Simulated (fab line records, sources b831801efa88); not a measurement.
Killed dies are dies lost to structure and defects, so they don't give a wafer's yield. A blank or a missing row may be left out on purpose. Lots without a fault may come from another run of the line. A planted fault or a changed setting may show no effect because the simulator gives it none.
A struck lot beside a sound one | flow sky130 | 35 steps out of a route of 708
Sound: wafers L478.1, L478.3, L478.5. Struck: wafer L488.1. (L488.3, L488.5 of the same lot were not struck and are left out.) The cause comes at the end.
At each step with rows: each side's tool, then ch and its chambers, then its first start. Under that, the readings that differ: sound wafers | struck wafers | difference of the means | sigmas: that difference in standard deviations of wafers without a fault.
alike: readings whose means differ by less than 2 such deviations, and words and numbers that are the same on both sides. not compared: withheld readings, readings that some wafer has no value for, bounds like >300 that may hide the same value, and numbers for which the record gives no deviation and whose values overlap.
The two part at a step that has a row with sigmas, a row that says differs or no value, or rows on one side only. Numbers that don't overlap but have no deviation are shown without sigmas and don't part them. A reading that every wafer of one side lacks parts them only if that side has two wafers or more.

SKY_VIA1_CD_MEAS_12: target cd 150 nm.
  sound on cd_sem-02, day 33 19:39; struck on cd_sem-01, day 37 10:03
  alike: cd_nm
SKY_VIA1_OVL_MEAS_13:
  sound on overlay-02, day 33 19:46; struck on overlay-02, day 37 10:10
  alike: VIA1_OVL
then, 6 steps without rows for these wafers: SKY_VIA1_ETCH_14 (etches BARC in N2/H2, stops on SiO2, time 45.9 s, target depth 60 nm); SKY_VIA1_ETCH_15 (etches SiO2 in C4F8/O2/Ar, stops on TiN, target depth 351 nm, time 54 s); SKY_VIA1_STRIP_16 (strips in O2/N2); SKY_VIA1_STRIP_17 (strips in post etch residue remover, time 1200 s); SKY_VIA1_CLEAN_18 (cleans in IPA, time 180 s); SKY_VIA1_CLEAN_19 (cleans in O3/DIW).
SKY_VIA1_SPUTTER_20: material TiN, target thk 20 nm, time 80 s.
  sound on pvd_sputter-04, day 33 20:29; struck on pvd_sputter-01, day 37 10:54
  alike: chamber_pressure_pa, throttle_valve_pct
then, 1 step without rows for these wafers: SKY_VIA1_CVD_21 (deposits W, target thk 270 nm, time 80.902 s).
SKY_VIA1_RS_MEAS_22: measures by four-point-probe.
  sound on film_metro-03, day 33 20:39; struck on film_metro-02, day 37 11:03
  alike: VIA1_W_RS
SKY_VIA1_THK_MEAS_23: measures by xrf.
  sound on film_metro-03, day 33 20:46; struck on film_metro-02, day 37 11:10
  alike: VIA1_W_THK
SKY_VIA1_CMP_24: polishes, stops on SiO2, t overpolish 15 s, target thk 0 nm.
  sound on cmp-01 ch 0,2, day 33 20:50; struck on cmp-02 ch 0, day 37 11:14
  reading                                  | sound             | struck | difference | sigmas
  motor_current_A (A)                      | 8.4 10.0 10.0     | 14.2   | +4.7       | +3
  time_to_endpoint_s (s)                   | 69.3 63.3 67.0    | 37.0   | -29.5      | -11
  model.SiO2_of_VIA1_HDPCVD_00.thk_nm (nm) | 341.5 341.8 342.2 | 338.6  | -3.2       |
  alike: edge_zone_pressure_frac, overpolish_run_s
then, 2 steps without rows for these wafers: SKY_METAL2_SPUTTER_00 (material Ti, target thk 15 nm, time 10 s); SKY_METAL2_SPUTTER_01 (material TiN, target thk 20 nm, time 16.7 s).
SKY_METAL2_SPUTTER_02: material AlCu, target thk 250 nm, time 13.3 s.
  sound on pvd_sputter-01, day 33 21:10; struck on pvd_sputter-04, day 37 11:35
  alike: chamber_pressure_pa, throttle_valve_pct
SKY_METAL2_SPUTTER_03: material Ti, target thk 5 nm, time 3.3 s.
  sound on pvd_sputter-01, day 33 21:12; struck on pvd_sputter-04, day 37 11:36
  alike: chamber_pressure_pa, throttle_valve_pct
SKY_METAL2_SPUTTER_04: material TiN, target thk 70 nm, time 58.3 s.
  sound on pvd_sputter-01, day 33 21:13; struck on pvd_sputter-04, day 37 11:37
  alike: chamber_pressure_pa, throttle_valve_pct
SKY_METAL2_RS_MEAS_05: measures by four-point-probe.
  sound on film_metro-01, day 33 21:16; struck on film_metro-01, day 37 11:40
  alike: METAL2_ALCU_RS
SKY_METAL2_THK_MEAS_06: measures by xrf.
  sound on film_metro-01, day 33 21:23; struck on film_metro-01, day 37 11:47
  alike: METAL2_ALCU_THK
then, 8 steps without rows for these wafers: SKY_METAL2_DEHYDRATE_07 (time 60 s); SKY_METAL2_HMDS_08 (prime time 60 s); SKY_METAL2_COAT_09 (resist thk 60 nm); SKY_METAL2_COAT_10 (resist thk 450 nm); SKY_METAL2_SOFTBAKE_11 (time 90 s); SKY_METAL2_EXPOSE_12 (exposes mask MM2, target cd 140 nm); SKY_METAL2_PEB_13; SKY_METAL2_DEVELOP_14 (develop time 60 s).
SKY_METAL2_CD_MEAS_15: target cd 140 nm.
  sound on cd_sem-02, day 34 23:54; struck on cd_sem-01, day 38 13:10
  reading    | sound             | struck | difference | sigmas
  cd_nm (nm) | 140.5 141.3 138.7 | 137.4  | -2.8       | -3
SKY_METAL2_OVL_MEAS_16:
  sound on overlay-02, day 35 00:01; struck on overlay-02, day 38 13:17
  alike: METAL2_OVL
then, 2 steps without rows for these wafers: SKY_METAL2_DESCUM_17 (chemistry O2, time 8 s); SKY_METAL2_ETCH_18 (etches BARC in N2/H2, stops on SiO2, time 45.9 s, target depth 60 nm).
SKY_METAL2_METAL_ETCH_19: etches the open film in Cl2/BCl3, stops on SiO2, target depth 360 nm, time 78 s.
  sound on rie_metal-03 ch 0,1, day 35 00:09; struck on rie_metal-01 ch 0, day 38 13:25
  reading                                  | sound             | struck | difference | sigmas
  model.SiO2_of_VIA1_HDPCVD_00.thk_nm (nm) | 330.7 331.1 331.4 | 327.6  | -3.5       |
  alike: drypump_motor_current_A, oes_product_au, rf_fwd_power_W, throttle_valve_pct
  not compared: rf_hours_counter_h
SKY_METAL2_STRIP_20: strips in O2/N2.
  sound on plasma_asher-03 ch 0,1, day 35 00:14; struck on plasma_asher-01 ch 0, day 38 13:30
  reading               | sound             | struck | difference | sigmas
  oes_product_au (a.u.) | 0.343 0.345 0.350 | 0.331  | -0.015     | -3
  alike: drypump_motor_current_A, o2_flow_sccm, strip_time_to_endpoint_s
  not compared: rf_hours_counter_h
then, 1 step without rows for these wafers: SKY_PAD_OPEN_PROBE_99.

WHERE THEY PART
First at SKY_VIA1_CMP_24; last, within this record, at SKY_METAL2_STRIP_20.

WHY: what the simulator had put in
Process parameter drift: cmp-02, from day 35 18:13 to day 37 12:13, at SKY_VIA1_CMP_24. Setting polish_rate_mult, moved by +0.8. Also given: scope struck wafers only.
